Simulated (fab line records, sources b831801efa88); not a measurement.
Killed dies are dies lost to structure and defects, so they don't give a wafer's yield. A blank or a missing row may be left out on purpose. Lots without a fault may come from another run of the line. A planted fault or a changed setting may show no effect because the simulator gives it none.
Which tool did it? | flow sfq_line | 7 lots, 20 wafers sampled, at 4 steps of a route of 325

WHAT THE GAUGES READ, wafer by wafer
SFQ_M6_RS_MEAS_938: measures by four-point-probe.
lot  | measured     | on            | M6_NB_RS (ohm/sq)
L759 | day 63 15:28 | film_metro-01 | 0.863 0.893 0.876
L762 | day 64 02:55 | film_metro-02 | 0.898 0.867 0.893
L765 | day 64 15:07 | film_metro-04 | 0.887 0.863 0.888
L767 | day 66 02:13 | film_metro-02 | 0.864 0.882 0.890
L769 | day 66 12:16 | film_metro-01 | 0.886 0.879 0.883
L779 | day 68 00:59 | film_metro-02 | 0.567 0.562
L781 | day 68 07:46 | film_metro-02 | 0.892 0.892 0.881

WHICH TOOL RAN EACH LOT (tool, then ch and the chambers of the sampled wafers, then the start)
lot  | SFQ_TRILAYER_A5B_DEP_PECVD_129  | SFQ_TRILAYER_R5_DEP_SPUTTER_132 | SFQ_TRILAYER_M6_DEP_SPUTTER_157
L759 | pecvd-02 ch 0,1,2, day 52 18:20 | pvd_sputter-03, day 53 02:34    | pvd_sputter-06, day 63 15:22
L762 | pecvd-02 ch 1,2, day 53 05:08   | pvd_sputter-06, day 53 15:11    | pvd_sputter-06, day 64 02:49
L765 | pecvd-02 ch 1,2, day 53 18:20   | pvd_sputter-06, day 54 11:34    | pvd_sputter-06, day 64 15:01
L767 | pecvd-04 ch 0,2, day 59 20:11   | pvd_sputter-04, day 60 03:15    | pvd_sputter-06, day 66 02:08
L769 | pecvd-04 ch 0,1,2, day 61 03:25 | pvd_sputter-03, day 61 09:16    | pvd_sputter-05, day 66 12:09
L779 | pecvd-02 ch 0,2, day 62 06:14   | pvd_sputter-03, day 63 01:40    | pvd_sputter-06, day 68 00:54
L781 | pecvd-02 ch 1,2, day 63 23:20   | pvd_sputter-04, day 64 12:14    | pvd_sputter-03, day 68 07:39
- SFQ_TRILAYER_A5B_DEP_PECVD_129: deposits SiO2 from SiH4/N2O, time 133.33 s, target thk 600 nm.
- SFQ_TRILAYER_R5_DEP_SPUTTER_132: material Ti, target thk 5 nm, time 5 s.
- SFQ_TRILAYER_M6_DEP_SPUTTER_157: material Nb, target thk 200 nm, time 133.3 s.

THE ANSWER, worked out from the rows above alone
Rule: what is usual is taken from the lots themselves. Put in order of their means at a reading, lots are off if they are a third of the lots or fewer, leave a main group of 4 or more, and stand apart from it by a gap of 3 or more times the standard deviation of the main group's means; of several such gaps the widest counts. A main group whose means are all the same, to the digits that the tables above print for the reading, isn't used. A lot without any number at a reading at which 4 lots or more have one is off too. The other lots that the step has rows for count as sound.
Off: L779, at SFQ_M6_RS_MEAS_938 (M6_NB_RS). The main group: mean 0.882 ohm/sq, standard deviation 0.004.
A tool fits if, at a process step before that reading, it ran every lot that is off, and no sound lot after the first of them. The gauges at SFQ_M6_RS_MEAS_938 are tried like those tools. Can't be told from this: 2 tools fit, pvd_sputter-03 at SFQ_TRILAYER_R5_DEP_SPUTTER_132, pvd_sputter-06 at SFQ_TRILAYER_M6_DEP_SPUTTER_157.

WHAT THE SIMULATOR HAD PUT IN
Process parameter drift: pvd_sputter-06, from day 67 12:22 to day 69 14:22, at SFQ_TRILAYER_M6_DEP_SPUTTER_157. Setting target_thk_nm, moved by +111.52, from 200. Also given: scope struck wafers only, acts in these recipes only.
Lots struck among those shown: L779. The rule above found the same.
